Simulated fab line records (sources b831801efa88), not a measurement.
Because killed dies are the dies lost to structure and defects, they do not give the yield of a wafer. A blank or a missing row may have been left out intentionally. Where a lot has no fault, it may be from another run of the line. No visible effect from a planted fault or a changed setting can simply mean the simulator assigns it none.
What tool caused it?    flow sfq line    14 lots with 42 wafers sampled at 4 steps, on a route of 325 steps

WHAT THE GAUGES SHOWED, per wafer
The record holds no reading of a measuring or inspecting step that can be judged against a usual standard deviation.

TOOL THAT RAN EACH LOT (tool first, then ch and the chambers of the sampled wafers, then the start)
lot   SFQ_TRILAYER_JJ_CE_BARC_OPEN_RIE_150  SFQ_TRILAYER_JJ_CE_STRIP_STRIP_120  SFQ_TRILAYER_M5_LITHO_PEB_126      SFQ_TRILAYER_A5B_DEP_PECVD_129
L506  rie metal-02 ch 0,1, day 44 12:52     rie metal-03 ch 0,1, day 44 13:34   litho track-04 ch 0, day 49 22:03  pecvd-01 ch 0,1,2, day 49 23:23
L507  rie metal-02 ch 0,1, day 44 20:32     rie metal-04 ch 1, day 44 21:38     litho track-04 ch 0, day 50 04:54  pecvd-02 ch 1,2, day 50 06:14
L508  rie metal-03 ch 0,1, day 44 21:41     rie metal-04 ch 1, day 44 22:38     litho track-03 ch 0, day 50 07:16  pecvd-02 ch 0,1, day 50 08:37
L509  rie metal-03 ch 0,1, day 45 01:32     rie metal-04 ch 1, day 45 02:29     litho track-03 ch 0, day 50 09:40  pecvd-01 ch 1,2, day 50 11:01
L510  rie metal-02 ch 0,1, day 45 02:46     rie metal-02 ch 0, day 45 03:38     litho track-04 ch 0, day 50 13:18  pecvd-02 ch 0,2, day 50 14:40
L511  rie metal-02 ch 0, day 45 12:35       rie metal-02 ch 0,1, day 45 13:19   litho track-01 ch 0, day 50 22:52  pecvd-02 ch 0,2, day 51 00:13
L512  rie metal-04 ch 0,1, day 52 04:53     rie metal-03 ch 0,1, day 52 05:35   litho track-04 ch 0, day 57 20:19  pecvd-04 ch 1,2, day 57 21:40
L513  rie metal-03 ch 0,1, day 52 07:17     rie metal-02 ch 0, day 52 07:59     litho track-01 ch 0, day 57 22:01  pecvd-01 ch 0,1,2, day 57 23:22
L516  rie metal-04 ch 0,1, day 58 07:47     rie metal-02 ch 0,1, day 58 08:32   litho track-03 ch 0, day 63 07:24  pecvd-02 ch 0,1,2, day 63 08:44
L519  rie metal-03 ch 0,1, day 58 18:43     rie metal-04 ch 0,1, day 58 19:28   litho track-04 ch 0, day 63 18:18  pecvd-04 ch 1,2, day 63 19:40
L520  rie metal-03 ch 0,1, day 58 22:19     rie metal-04 ch 0,1, day 58 23:04   litho track-01 ch 0, day 63 21:55  pecvd-02 ch 0,1,2, day 63 23:26
L523  rie metal-03 ch 0,1, day 59 02:02     rie metal-04 ch 0,1, day 59 02:47   litho track-01 ch 0, day 64 02:43  pecvd-02 ch 0,1, day 64 04:04
L525  rie metal-02 ch 0,1, day 60 17:47     rie metal-04 ch 0,1, day 60 18:29   litho track-04, day 65 13:42       pecvd-04 ch 0,1,2, day 65 15:14
L526  rie metal-04 ch 1, day 60 23:47       rie metal-03 ch 0, day 61 00:32     litho track-01, day 65 17:19       pecvd-02 ch 0,1, day 65 18:40
- SFQ_TRILAYER_JJ_CE_BARC_OPEN_RIE_150: chemistry O2, target BARC, target depth 240 nm, time 80 s.
- SFQ_TRILAYER_JJ_CE_STRIP_STRIP_120: strips in O2.
- SFQ_TRILAYER_M5_LITHO_PEB_126: peb time 60 s.
- SFQ_TRILAYER_A5B_DEP_PECVD_129: deposits SiO2 from SiH4/N2O, time 133.33 s, target thk 600 nm.

WHAT THE TOOLS THEMSELVES READ (means of the sampled wafers that have a number; where no wafer has one, the mark that the record gives instead)
SFQ_TRILAYER_JJ_CE_BARC_OPEN_RIE_150. Usual: drypump motor current A 5.9 A, standard deviation 0.37; oes product au 0.538 a.u., standard deviation 0.0045.
lot   tool          drypump motor current A (A)  oes product au (a.u.)  flag
L506  rie metal-02  5.9                          0.538                  
L507  rie metal-02  5.9                          0.540                  
L508  rie metal-03  5.9                          0.539                  
L509  rie metal-03  5.9                          0.534                  
L510  rie metal-02  6.2                          0.537                  
L511  rie metal-02  5.6                          0.539                  
L512  rie metal-04  5.7                          0.540                  
L513  rie metal-03  5.8                          0.541                  
L516  rie metal-04  5.7                          0.539                  
L519  rie metal-03  5.7                          0.542                  
L520  rie metal-03  6.0                          0.538                  
L523  rie metal-03  5.8                          0.540                  
L525  rie metal-02  6.2                          0.540                  
L526  rie metal-04  5.4                          0.539                  

SFQ_TRILAYER_JJ_CE_STRIP_STRIP_120. Usual: drypump motor current A 5.8 A, standard deviation 0.4; oes product au 1.000 a.u., standard deviation 0.0091.
lot   tool          drypump motor current A (A)  oes product au (a.u.)  flag
L506  rie metal-03  5.9                          1.006                  
L507  rie metal-04  5.4                          1.008                  
L508  rie metal-04  5.4                          1.000                  
L509  rie metal-04  5.4                          0.992                  
L510  rie metal-02  5.6                          0.993                  
L511  rie metal-02  6.2                          0.999                  
L512  rie metal-03  5.8                          1.015                  
L513  rie metal-02  5.6                          0.989                  
L516  rie metal-02  5.9                          1.006                  
L519  rie metal-04  5.7                          0.996                  
L520  rie metal-04  5.7                          0.995                  
L523  rie metal-04  5.5                          1.005                  
L525  rie metal-04  5.7                          0.996                  
L526  rie metal-03  5.6                          0.999                  

SFQ_TRILAYER_M5_LITHO_PEB_126. Usual: chill plate temp C 23.02 C, standard deviation 0.098; exhaust pa 45.0 Pa, standard deviation 0.95; plate temp C 115.02 C, standard deviation 0.13.
lot   tool            chill plate temp C (C)  exhaust pa (Pa)  plate temp C (C)  flag
L506  litho track-04  23.04                   45.4             115.06            
L507  litho track-04  23.03                   44.2             114.92            
L508  litho track-03  22.97                   43.1             115.27            
L509  litho track-03  23.06                   45.8             115.10            
L510  litho track-04  23.00                   45.1             114.96            
L511  litho track-01  22.91                   44.7             115.00            
L512  litho track-04  22.93                   45.0             115.10            
L513  litho track-01  23.07                   44.8             114.98            
L516  litho track-03  23.02                   44.9             115.02            
L519  litho track-04  23.03                   45.2             114.97            
L520  litho track-01  23.08                   44.8             115.00            
L523  litho track-01  23.05                   44.9             114.96            
L525  litho track-04  -                       -                -                 OFF
L526  litho track-01  -                       -                -                 OFF

SFQ_TRILAYER_A5B_DEP_PECVD_129. Usual: chamber pressure Torr 2.400 Torr, standard deviation 0.0058; heater power w 83 W, standard deviation 23; throttle valve pct 25.2 %, standard deviation 1.2.
lot   tool      chamber pressure Torr (Torr)  heater power w (W)  throttle valve pct (%)  flag
L506  pecvd-01  2.398                         89                  23.6                    
L507  pecvd-02  2.399                         82                  25.4                    
L508  pecvd-02  2.397                         107                 24.3                    
L509  pecvd-01  2.402                         103                 23.6                    
L510  pecvd-02  2.403                         86                  24.6                    
L511  pecvd-02  2.398                         59                  25.1                    
L512  pecvd-04  2.402                         75                  26.3                    
L513  pecvd-01  2.401                         89                  24.2                    
L516  pecvd-02  2.398                         76                  25.9                    
L519  pecvd-04  2.395                         78                  25.8                    
L520  pecvd-02  2.405                         79                  25.6                    
L523  pecvd-02  2.402                         101                 25.4                    
L525  pecvd-04  2.405                         72                  25.6                    
L526  pecvd-02  2.395                         104                 25.6                    

THE ANSWER, worked out from the rows above alone
Rule: lot off if the mean of its wafers having a number is beyond 3 standard deviations from the usual mean. A lot without any number at a reading at which 4 lots or more have one is off too. Where the step has rows for the other lots, those lots are counted as sound. Order of review: gauges by route order, followed by the tools' own readings, for which a lot's mean as printed above is used. At the first step where some lot is off, the reading lying furthest off is the one used; lots without a number count as furthest.
Off: L525, L526 (SFQ_TRILAYER_M5_LITHO_PEB_126, chill plate temp C). Without a number there: L525, L526.
If a tool, at that step or one of the process steps before it, ran each lot that is off and ran no sound lot following the first of them, it fits. No candidate that was tried fits.

WHAT THE SIMULATOR HAD INSERTED
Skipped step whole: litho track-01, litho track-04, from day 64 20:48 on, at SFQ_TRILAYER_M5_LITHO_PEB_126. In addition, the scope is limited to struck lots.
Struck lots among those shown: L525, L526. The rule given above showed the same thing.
